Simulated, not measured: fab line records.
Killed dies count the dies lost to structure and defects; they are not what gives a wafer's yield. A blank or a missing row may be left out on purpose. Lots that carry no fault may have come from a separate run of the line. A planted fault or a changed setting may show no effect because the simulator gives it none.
A struck lot beside a sound one / flow gf180mcu / 22 out of 602 route steps
Sound: wafers L201.2, L201.3, L201.4. Wafers struck: L213.1, L213.2, L213.3. At the end, the cause is stated.
Each step with rows lists, per side, the tool, then ch with its chambers, then its first start. Under that, the readings that differ: sound wafers / struck wafers / difference of the means / sigmas: that difference in standard deviations of wafers without a fault.
alike: same words and numbers on both sides, and readings whose means sit less than 2 such deviations apart. not compared: any withheld reading, any reading some wafer has no value for, any bound like >300 that may hide the same value, and any number with overlapping values for which the record gives no deviation.
Wherever a step has rows on one side only, a row that says differs or no value, or a row with sigmas, the two part there. Numbers that don't overlap but have no deviation are shown without sigmas and don't part them. A reading missing from all wafers of one side parts the sides only when that side holds two or more wafers.

first, 5 steps without rows for these wafers: GF_MVSD_COAT_02 (resist thk 3000 nm); GF_MVSD_SOFTBAKE_03; GF_MVSD_EXPOSE_04 (exposes mask MVSD, target cd 1000 nm); GF_MVSD_PEB_05; GF_MVSD_DEVELOP_06 (develop time 60 s).
GF_MVSD_OVL_MEAS_07:
  sound on overlay-02 at day 4 09:43; struck on overlay-02 at day 7 19:34
  alike: MVSD_OVL
then, 2 steps without rows for these wafers: GF_MVSD_IMPLANT_08; GF_MVSD_IMPLANT_09.
GF_MVSD_STRIP_10: strips in O2/N2.
  sound on plasma asher-02 ch 0,1, day 4 10:03; struck on plasma asher-01 ch 0,1, day 7 19:53
  alike: drypump motor current A, heater power w, oes product au, strip time to endpoint s
  not compared: rf hours counter h
GF_MVSD_TW_MEAS_11:
  sound on film metro-03 at day 4 10:10; struck on film metro-04 at day 7 19:59
reading=MVSD_TW; sound=1586 1590 1589; struck=1543 1541 1549; difference=-44; sigmas=-2
then, 2 steps without rows for these wafers: GF_MVPSD_DEHYDRATE_00 (time 60 s); GF_MVPSD_HMDS_01 (prime time 60 s).
GF_MVPSD_COAT_02: resist thk 3000 nm.
  sound on litho track-02 ch 0, day 4 16:28; struck on litho track-01 ch 0, day 8 03:22
reading=model.coat_of_MVPSD_COAT_02.thk nm (nm); sound=2998 2998 2997; struck=968.2 968.7 968.1; difference=-2029.3; sigmas=
then, 3 steps without rows for these wafers: GF_MVPSD_SOFTBAKE_03; GF_MVPSD_EXPOSE_04 (exposes mask MVPSD, target cd 1000 nm); GF_MVPSD_PEB_05.
GF_MVPSD_DEVELOP_06: develop time 60 s.
  sound on litho track-02 ch 0; struck on litho track-01 ch 0
reading=model.coat_of_MVPSD_COAT_02.thk nm (nm); sound=2997 2997 2996; struck=967.1 967.7 967; difference=-2029.4; sigmas=
GF_MVPSD_OVL_MEAS_07:
  sound on overlay-01 at day 4 23:09; struck on overlay-02 at day 8 11:10
  alike: MVPSD_OVL
then, 2 steps without rows for these wafers: GF_MVPSD_IMPLANT_08; GF_MVPSD_IMPLANT_09.
GF_MVPSD_STRIP_10: strips in O2/N2.
  sound on plasma asher-04 ch 0,1, day 4 23:29; struck on plasma asher-02 ch 0,1, day 8 11:30
reading=heater power w (W); sound=313 315 334; struck=391 410 394; difference=+78; sigmas=+2
reading=strip time to endpoint s (s); sound=36.92 36.92 36.92; struck=13.08 13.08 13.08; difference=-23.84; sigmas=-99 or more
  alike: drypump motor current A, oes product au
  not compared: rf hours counter h
GF_MVPSD_TW_MEAS_11:
  sound on film metro-04 at day 4 23:35; struck on film metro-04 at day 8 11:36
  alike: MVPSD_TW

== WHERE THEY PART ==
First at GF_MVSD_TW_MEAS_11; last, within this record, at GF_MVPSD_STRIP_10. Later steps at which nothing parts them and some readings are alike: GF_MVPSD_TW_MEAS_11.

WHY: the cause the simulator had injected
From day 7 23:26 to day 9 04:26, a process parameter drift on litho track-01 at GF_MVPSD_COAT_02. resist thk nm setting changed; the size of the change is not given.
